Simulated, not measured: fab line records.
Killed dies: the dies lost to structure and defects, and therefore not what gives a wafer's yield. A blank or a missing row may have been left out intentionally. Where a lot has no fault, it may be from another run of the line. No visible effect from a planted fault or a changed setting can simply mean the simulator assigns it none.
Which tool is to blame? ; flow sky130 ; Sampling: 12 lots, 36 wafers, 6 of 708 route steps

== WHAT THE GAUGES SHOWED, per wafer ==
SKY_VT_ADJUST_LVTN_OVL_MEAS_18. Usual: VT_ADJUST_LVTN_01_OVL 0.3 nm, standard deviation 1.6.
lot;measured;on;VT_ADJUST_LVTN_01_OVL (nm);flag
L759;day 8 04:57;overlay-01;1.1 1.6 1.0;
L760;day 8 12:20;overlay-02;-0.6 0.8 0.3;
L761;day 8 14:12;overlay-02;1.8 1.4 -0.3;
L762;day 8 18:51;overlay-02;0.0 2.2 -0.2;
L763;day 9 06:14;overlay-02;0.0 0.1 -0.5;
L765;day 9 18:05;overlay-02;-1.3 -1.4 -2.2;
L766;day 10 02:01;overlay-02;-2.0 -0.8 -1.3;
L768;day 10 12:36;overlay-01;2.7 1.5 1.2;
L769;day 10 22:05;overlay-02;1.1 0.5 -0.3;
L774;day 12 13:36;overlay-01;1.3 0.5 1.9;
L778;day 13 10:23;overlay-01;1.2 -0.2 2.1;
L779;day 14 03:05;overlay-01;-1.4 -0.1 0.1;

SKY_RES_XHIGH_TW_MEAS_09. Usual: RES_XHIGH_TW 1634, standard deviation 11.
lot;measured;on;RES_XHIGH_TW;flag
L759;day 27 04:03;film metro-01;1642 1638 1628;
L760;day 27 18:38;film metro-02;1623 1618 1630;
L761;day 28 02:09;film metro-01;1638 1643 1645;
L762;day 28 03:57;film metro-02;1621 1622 1630;
L763;day 28 16:14;film metro-02;1623 1624 1627;
L765;day 29 17:29;film metro-01;1637 1641 1639;
L766;day 29 20:04;film metro-01;1640 1641 1650;
L768;day 30 06:00;film metro-01;1647 1637 1639;
L769;day 30 16:11;film metro-02;1626 1632 1641;
L774;day 32 14:28;film metro-01;1642 1652 1653;
L778;day 33 12:38;film metro-01;1598 1590 1599;OFF
L779;day 34 00:30;film metro-03;1593 1593 1596;OFF

SKY_SD_N_RS_MEAS_18: measurement is done with a four-point probe. Usual: RES_XHIGH_RS 332.9 ohm/sq, standard deviation 1.2.
lot;measured;on;RES_XHIGH_RS (ohm/sq);flag
L759;day 28 09:52;film metro-01;333.0 332.4 332.7;
L760;day 28 23:43;film metro-01;332.0 332.0 331.9;
L761;day 29 06:59;film metro-02;331.5 330.5 330.8;
L762;day 29 09:28;film metro-02;334.1 333.8 333.1;
L763;day 29 21:14;film metro-01;331.8 332.0 332.0;
L765;day 30 22:07;film metro-02;333.4 333.7 332.8;
L766;day 31 00:56;film metro-02;333.4 332.5 333.7;
L768;day 31 12:13;film metro-02;333.1 332.4 333.7;
L769;day 31 20:23;film metro-02;331.7 331.7 332.6;
L774;day 33 18:12;film metro-01;332.5 332.4 331.6;
L778;day 34 15:55;film metro-03;354.8 358.4 355.0;OFF
L779;day 35 03:13;film metro-02;354.8 354.9 359.1;OFF

SKY_VIA2_THK_MEAS_23: measures by xrf. Usual: VIA2_W_THK 416 nm, standard deviation 6.8.
lot;measured;on;VIA2_W_THK (nm);flag
L759;day 36 19:01;film metro-04;416 420 416;
L760;day 37 05:40;film metro-02;426 422 425;
L761;day 37 15:10;film metro-04;406 412 414;
L762;day 37 15:34;film metro-02;426 426 424;
L763;day 38 04:12;film metro-01;424 415 419;
L765;day 39 01:40;film metro-02;421 429 418;
L766;day 39 02:56;film metro-02;425 425 424;
L768;day 39 14:10;film metro-02;423 416 422;
L769;day 39 20:49;film metro-04;410 411 417;
L774;day 41 17:25;film metro-02;429 416 425;
L778;day 42 10:25;film metro-02;413 408 413;
L779;day 42 22:29;film metro-04;419 420 419;

== EACH LOT AND THE TOOL THAT RAN IT (in order: tool; ch and the chambers of the sampled wafers; start) ==
lot;SKY_RES_XHIGH_IMPLANT_07;SKY_METAL2_SPUTTER_03
L759;implanter-01 ch 0, day 27 03:48;pvd sputter-03, day 34 12:17
L760;implanter-02 ch 0, day 27 18:23;pvd sputter-03, day 34 22:57
L761;implanter-03 ch 0, day 28 01:55;pvd sputter-04, day 35 08:16
L762;implanter-03 ch 0, day 28 03:42;pvd sputter-04, day 35 08:56
L763;implanter-01 ch 0, day 28 15:59;pvd sputter-04, day 35 20:37
L765;implanter-01 ch 0, day 29 17:14;pvd sputter-03, day 36 19:35
L766;implanter-01 ch 0, day 29 19:52;pvd sputter-03, day 36 21:34
L768;implanter-01 ch 0, day 30 05:45;pvd sputter-04, day 37 08:32
L769;implanter-01 ch 0, day 30 15:56;pvd sputter-01, day 37 16:16
L774;implanter-03 ch 0, day 32 14:14;pvd sputter-03, day 39 13:29
L778;implanter-01 ch 0, day 33 12:23;pvd sputter-03, day 40 08:17
L779;implanter-01 ch 0, day 34 00:15;pvd sputter-03, day 40 20:22
- SKY_RES_XHIGH_IMPLANT_07
- SKY_METAL2_SPUTTER_03: material Ti, target thk 5 nm, time 3.3 s.

== WHAT THE TOOLS THEMSELVES READ (means of the sampled wafers that have a number; where no wafer has one, the mark that the record gives instead) ==
SKY_RES_XHIGH_IMPLANT_07. Usual: beam on s 39.9 s, standard deviation 0.8; dose ions cm2 3.6e+14, standard deviation 3.7e+11.
lot;tool;beam on s (s);dose ions cm2;flag
L759;implanter-01;40.4;3.6e+14;
L760;implanter-02;40.0;3.6e+14;
L761;implanter-03;39.2;3.6e+14;
L762;implanter-03;39.7;3.6e+14;
L763;implanter-01;39.5;3.6e+14;
L765;implanter-01;39.6;3.6e+14;
L766;implanter-01;40.2;3.6e+14;
L768;implanter-01;39.2;3.6e+14;
L769;implanter-01;39.9;3.6e+14;
L774;implanter-03;40.3;3.6e+14;
L778;implanter-01;36.0;3.3e+14;OFF
L779;implanter-01;36.4;3.3e+14;OFF

SKY_METAL2_SPUTTER_03. Usual: throttle valve pct at 30.0 %, with a standard deviation of 1.4.
lot;tool;throttle valve pct (%);flag
L759;pvd sputter-03;30.5;
L760;pvd sputter-03;31.5;
L761;pvd sputter-04;30.0;
L762;pvd sputter-04;30.4;
L763;pvd sputter-04;30.2;
L765;pvd sputter-03;30.2;
L766;pvd sputter-03;30.2;
L768;pvd sputter-04;30.1;
L769;pvd sputter-01;28.4;
L774;pvd sputter-03;31.5;
L778;pvd sputter-03;31.2;
L779;pvd sputter-03;30.0;

== THE ANSWER, worked out from the rows above alone ==
Rule: a lot is off if the mean of its wafers that have a number lies more than 3 standard deviations from the usual mean. Also off: a lot with no number at a reading for which 4 or more lots have one. All remaining lots with rows at the step are treated as sound. Order of review: gauges by route order, followed by the tools' own readings, for which a lot's mean as printed above is used. At the first step where some lot is off, the reading lying furthest off is the one used; lots without a number count as furthest.
Off: at SKY_RES_XHIGH_TW_MEAS_09 (RES_XHIGH_TW), L778, L779.
A tool fits if, at a process step before that reading, it ran every lot that is off, and no sound lot after the first of them. Not tried: the gauges at SKY_RES_XHIGH_TW_MEAS_09; whatever is off there is also off at SKY_RES_XHIGH_IMPLANT_07, on other tools, and gauge error can't account for it. One fits: SKY_RES_XHIGH_IMPLANT_07 on implanter-01. Its last sound lot is L769 (day 30 15:56), its first lot that is off L778 (day 33 12:23): a fault that began between those two fits.
The tool's own readings at SKY_RES_XHIGH_IMPLANT_07 bear it out: on the lots that are off they differ by more than 5 times the standard deviation of the sound lots' means. beam on s reads 36.2 s there against 39.8 s on the sound lots; dose ions cm2 reads 3.3e+14 there against 3.6e+14 on the sound lots.

== WHAT THE SIMULATOR PUT IN ==
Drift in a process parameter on implanter-01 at SKY_RES_XHIGH_IMPLANT_07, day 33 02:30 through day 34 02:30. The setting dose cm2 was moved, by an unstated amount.
Shown lots that were struck: L778, L779. Same finding as the rule above.
